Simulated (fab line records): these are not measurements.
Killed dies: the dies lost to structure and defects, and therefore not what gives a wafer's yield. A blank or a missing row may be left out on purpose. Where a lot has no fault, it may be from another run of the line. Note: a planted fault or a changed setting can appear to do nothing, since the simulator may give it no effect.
What tool caused it?	flow sky130	Sampling: 12 lots, 36 wafers, 5 of 708 route steps

== WHAT THE GAUGES READ, wafer by wafer ==
SKY_NWELL_RS_MEAS_29: the measuring method here is four-point-probe. Usual: NWELL_RS typically reads 624.6 ohm/sq, with standard deviation 1.5.
lot	measured	on	NWELL_RS (ohm/sq)	flag
L879	day 5 09:52	film_metro-02	623.1 624.0 623.1	
L880	day 5 21:20	film_metro-04	625.1 625.4 625.1	
L882	day 6 04:29	film_metro-04	627.1 627.2 626.6	
L888	day 7 12:22	film_metro-02	623.0 621.1 622.9	
L889	day 7 16:32	film_metro-02	607.7 606.9 607.2	OFF
L890	day 8 02:34	film_metro-03	624.8 626.6 627.0	
L891	day 8 12:19	film_metro-02	606.4 607.0 607.0	OFF
L892	day 8 21:01	film_metro-04	604.4 605.9 604.6	OFF
L893	day 9 02:51	film_metro-03	624.8 625.8 626.3	
L894	day 9 07:01	film_metro-02	624.0 623.1 625.0	
L895	day 9 12:56	film_metro-04	622.0 624.7 622.6	
L901	day 10 20:51	film_metro-04	625.3 624.7 625.9	

SKY_VT_ADJUST_NCORE_OVL_MEAS_08. Usual: VT_ADJUST_NCORE_OVL typically reads 0.4 nm, with standard deviation 1.2.
lot	measured	on	VT_ADJUST_NCORE_OVL (nm)	flag
L879	day 8 14:14	overlay-01	1.7 0.5 2.0	
L880	day 9 04:02	overlay-02	1.2 -0.9 -0.8	
L882	day 9 13:56	overlay-01	1.9 0.5 3.2	
L888	day 11 03:17	overlay-01	0.1 -1.9 -0.7	
L889	day 11 09:17	overlay-01	0.0 -1.3 -0.7	
L890	day 11 20:35	overlay-01	-0.3 0.7 1.0	
L891	day 12 07:56	overlay-01	-0.5 0.9 -0.2	
L892	day 12 17:59	overlay-02	-2.0 -0.4 1.2	
L893	day 13 00:41	overlay-01	0.7 0.9 0.4	
L894	day 13 05:56	overlay-02	-0.3 1.5 -0.1	
L895	day 13 13:20	overlay-01	-2.4 0.5 0.6	
L901	day 15 04:11	overlay-01	1.3 1.3 -0.3	

SKY_VT_ADJUST_HVTR_CD_MEAS_07: target cd 380 nm. Usual: cd_nm reads 380.3 nm (standard deviation 2.7).
lot	measured	on	cd_nm (nm)	flag
L879	day 9 11:59	cd_sem-02	379.4 379.5 382.7	
L880	day 10 02:14	cd_sem-02	377.3 380.6 378.7	
L882	day 10 12:32	cd_sem-02	380.7 383.0 383.8	
L888	day 12 03:37	cd_sem-02	384.1 382.4 385.5	
L889	day 12 10:13	cd_sem-02	380.5 380.4 381.5	
L890	day 12 21:13	cd_sem-01	374.2 375.6 378.9	
L891	day 13 09:18	cd_sem-01	379.2 380.4 378.5	
L892	day 13 20:01	cd_sem-02	380.9 381.4 381.3	
L893	day 14 01:59	cd_sem-01	382.1 381.3 382.0	
L894	day 14 07:49	cd_sem-02	378.3 379.0 378.8	
L895	day 14 14:55	cd_sem-02	379.6 383.2 384.1	
L901	day 16 07:40	cd_sem-02	379.4 380.3 380.5	

== WHICH TOOL RAN EACH LOT (tool, then ch and the chambers of the sampled wafers, then the start) ==
lot	SKY_NWELL_IMPLANT_12	SKY_NWELL_STRIP_25
L879	implanter-02 ch 0, day 4 15:46	plasma_asher-02 ch 0,1, day 5 09:32
L880	implanter-02 ch 0, day 5 03:11	plasma_asher-03 ch 0,1, day 5 21:01
L882	implanter-04 ch 0, day 5 10:34	plasma_asher-02 ch 0,1, day 6 04:10
L888	implanter-02 ch 0, day 6 16:41	plasma_asher-02 ch 0,1, day 7 12:04
L889	implanter-02 ch 0, day 6 20:23	plasma_asher-04 ch 0,1, day 7 16:11
L890	implanter-03 ch 0, day 7 05:38	plasma_asher-02 ch 0,1, day 8 02:14
L891	implanter-02 ch 0, day 7 14:38	plasma_asher-04 ch 0,1, day 8 11:59
L892	implanter-02 ch 0, day 7 23:38	plasma_asher-03 ch 0,1, day 8 20:43
L893	implanter-04 ch 0, day 8 04:53	plasma_asher-03 ch 0,1, day 9 02:32
L894	implanter-04 ch 0, day 8 09:33	plasma_asher-02 ch 0,1, day 9 06:41
L895	implanter-04 ch 0, day 8 14:32	plasma_asher-03 ch 1, day 9 12:38
L901	implanter-04 ch 0, day 9 21:31	plasma_asher-02 ch 0,1, day 10 20:32
- SKY_NWELL_IMPLANT_12
- SKY_NWELL_STRIP_25: strips in O2/N2.

== WHAT THE TOOLS THEMSELVES READ (means of the sampled wafers that have a number; where no wafer has one, the mark that the record gives instead) ==
SKY_NWELL_IMPLANT_12. Usual: dose_ions_cm2 1.3001e+12, standard deviation 1.6e+09; faraday_current_uA 7.33, standard deviation 0.14.
lot	tool	dose_ions_cm2	faraday_current_uA	flag
L879	implanter-02	1.3042e+12	7.41	
L880	implanter-02	1.2986e+12	7.41	
L882	implanter-04	1.3000e+12	7.29	
L888	implanter-02	1.2987e+12	7.41	
L889	implanter-02	1.9922e+12	11.25	OFF
L890	implanter-03	1.2984e+12	7.41	
L891	implanter-02	1.9915e+12	11.18	OFF
L892	implanter-02	1.9917e+12	11.28	OFF
L893	implanter-04	1.3005e+12	7.32	
L894	implanter-04	1.2972e+12	7.47	
L895	implanter-04	1.2996e+12	7.34	
L901	implanter-04	1.2989e+12	7.27	

SKY_NWELL_STRIP_25. Usual: drypump_motor_current_A 6.1 A, standard deviation 0.58; oes_product_au 0.722 a.u., standard deviation 0.0046; strip_time_to_endpoint_s 36.91 s, standard deviation 0.12.
lot	tool	drypump_motor_current_A (A)	oes_product_au (a.u.)	strip_time_to_endpoint_s (s)	flag
L879	plasma_asher-02	6.0	0.721	36.97	
L880	plasma_asher-03	6.1	0.725	36.94	
L882	plasma_asher-02	5.4	0.725	36.83	
L888	plasma_asher-02	6.0	0.724	36.81	
L889	plasma_asher-04	6.4	0.722	37.00	
L890	plasma_asher-02	6.0	0.724	37.01	
L891	plasma_asher-04	6.4	0.724	36.77	
L892	plasma_asher-03	6.2	0.721	36.77	
L893	plasma_asher-03	6.2	0.718	36.96	
L894	plasma_asher-02	6.0	0.719	37.11	
L895	plasma_asher-03	6.3	0.721	36.74	
L901	plasma_asher-02	5.5	0.721	36.89	

== THE ANSWER, worked out from the rows above alone ==
Rule: a lot counts as off when the mean over its wafers that have a number is more than 3 standard deviations away from the usual mean. Also off: a lot with no number at a reading for which 4 or more lots have one. Any other lot the step has rows for is counted as sound. First the gauges in route order, then the tools' own readings, where a lot's mean is used as printed above. The first step at which some lot is off is used, and at that step the reading that is off furthest; a lot without a number counts as furthest.
Off: at SKY_NWELL_RS_MEAS_29 (NWELL_RS), L889, L891, L892.
If a tool, at a process step before that reading, ran all the lots that are off and no sound lot after the first of them, it fits. Not tried: the gauges at SKY_NWELL_RS_MEAS_29; whatever is off there is also off at SKY_NWELL_IMPLANT_12, on other tools, and gauge error can't account for it. One fits: implanter-02 at SKY_NWELL_IMPLANT_12. A fault onset in the window from L888 (day 6 16:41, its last sound lot) to L889 (day 6 20:23, its first lot off) fits.
The tool's own readings at SKY_NWELL_IMPLANT_12 bear it out: on the lots that are off they differ by more than 5 times the standard deviation of the sound lots' means. dose_ions_cm2 reads 1.9918e+12 there against 1.2996e+12 on the sound lots; faraday_current_uA reads 11.24 there against 7.37 on the sound lots.

== WHAT WAS PUT IN BY THE SIMULATOR ==
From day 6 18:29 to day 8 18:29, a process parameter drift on implanter-02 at SKY_NWELL_IMPLANT_12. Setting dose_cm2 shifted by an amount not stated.
Shown lots that were struck: L889, L891, L892. The same result came from the rule above.
